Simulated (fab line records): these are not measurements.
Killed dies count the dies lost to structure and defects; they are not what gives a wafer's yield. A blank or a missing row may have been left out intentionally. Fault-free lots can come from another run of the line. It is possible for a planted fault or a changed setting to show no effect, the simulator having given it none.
A single fault, viewed from 2 desks :: flow sky130 :: every desk sees just its own numbers, and what lay behind them comes last

== THE TOOL OWNER'S DESK: implanter-04 ==
For each lot that ran on this tool, the mean over its sampled wafers that have a number, from the tool's own readings at SKY_POLY_GATE_IMPLANT_02. Any lot whose mean is over 4 standard deviations away from the usual mean is out of limits and marked OUT; that distance is given in the brackets.
Columns: A = beam-on-s at SKY_POLY_GATE_IMPLANT_02, usual 36.5 s; B = dose-ions-cm2 at SKY_POLY_GATE_IMPLANT_02, usual 7.702e+15; C = end-station-pressure-torr at SKY_POLY_GATE_IMPLANT_02, usual 1.05e-05 Torr; D = tilt-deg at SKY_POLY_GATE_IMPLANT_02, usual -0.002 degrees
lot: L358
first seen here: day 16 02:56
A: 37.5
B: 7.710e+15
C: 1.04e-05
D: -0.018

lot: L362
first seen here: day 17 13:01
A: 14.2 (-23) OUT
B: 2.892e+15 (-99 or more) OUT
C: 1.39e-05 (+5.9) OUT
D: -0.038

lot: L365
first seen here: day 18 13:04
A: 14.2 (-23) OUT
B: 2.884e+15 (-99 or more) OUT
C: 1.29e-05 (+4.1) OUT
D: 0.009

lot: L376
first seen here: day 22 08:41
A: 37.6
B: 7.698e+15
C: 1.03e-05
D: 0.004
This desk finds L362, L365 out of limits, L362 being first, at day 17 13:01 (beam-on-s at SKY_POLY_GATE_IMPLANT_02). L358, L376: within limits.

== THE METROLOGY DESK ==
Lot by lot, what the gauges showed, no matter which tool ran the lot: averages of those sampled wafers that carry a number. Any lot whose mean is over 4 standard deviations away from the usual mean is out of limits and marked OUT; that distance is given in the brackets.
Columns: A = POLY_GATE_TW at SKY_RES_PROTECT_TW_MEAS_08, usual 4017; B = LDD_N_OVL at SKY_LDD_N_OVL_MEAS_07, usual -0.4 nm
lot: L358
first seen here: day 16 03:11
A: 4021
B: -0.5

lot: L362
first seen here: day 17 13:15
A: 3723 (-6.5) OUT
B: 1.2

lot: L365
first seen here: day 18 13:18
A: 3732 (-6.3) OUT
B: -1.8

lot: L370
first seen here: day 20 08:23
A: 4000
B: -2.0

lot: L372
first seen here: day 21 05:22
A: 3971
B: 0.1

lot: L373
first seen here: day 21 10:11
A: 4077
B: -1.4

lot: L374
first seen here: day 21 15:42
A: 3988
B: -1.0

lot: L376
first seen here: day 22 08:56
A: 4081
B: -0.6

lot: L377
first seen here: day 23 01:02
A: 3984
B: -2.1

lot: L379
first seen here: day 24 01:10
A: 4003
B: -0.5
Per this desk, out of limits: L362, L365; the first was L362, day 17 13:15 (POLY_GATE_TW at SKY_RES_PROTECT_TW_MEAS_08). L358, L370, L372, L373, L374, L376, L377, L379: within limits.

== BROUGHT TOGETHER ==
An alarm could have come from the tool owner's desk at day 17 13:01, on L362, L365.
At day 17 13:15 the metrology desk could have sounded an alarm, on L362, L365.
The lots listed all ran SKY_POLY_GATE_IMPLANT_02 on implanter-04.

== WHAT HAD BEEN PUT IN BY THE SIMULATOR ==
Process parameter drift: implanter-04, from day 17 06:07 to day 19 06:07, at SKY_POLY_GATE_IMPLANT_02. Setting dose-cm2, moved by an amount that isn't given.
Struck lots among those shown: L362, L365.
Delay (hours) between the fault's onset and each desk's first out-of-limits reading: 7 at the tool owner's desk, 7 at the metrology desk.
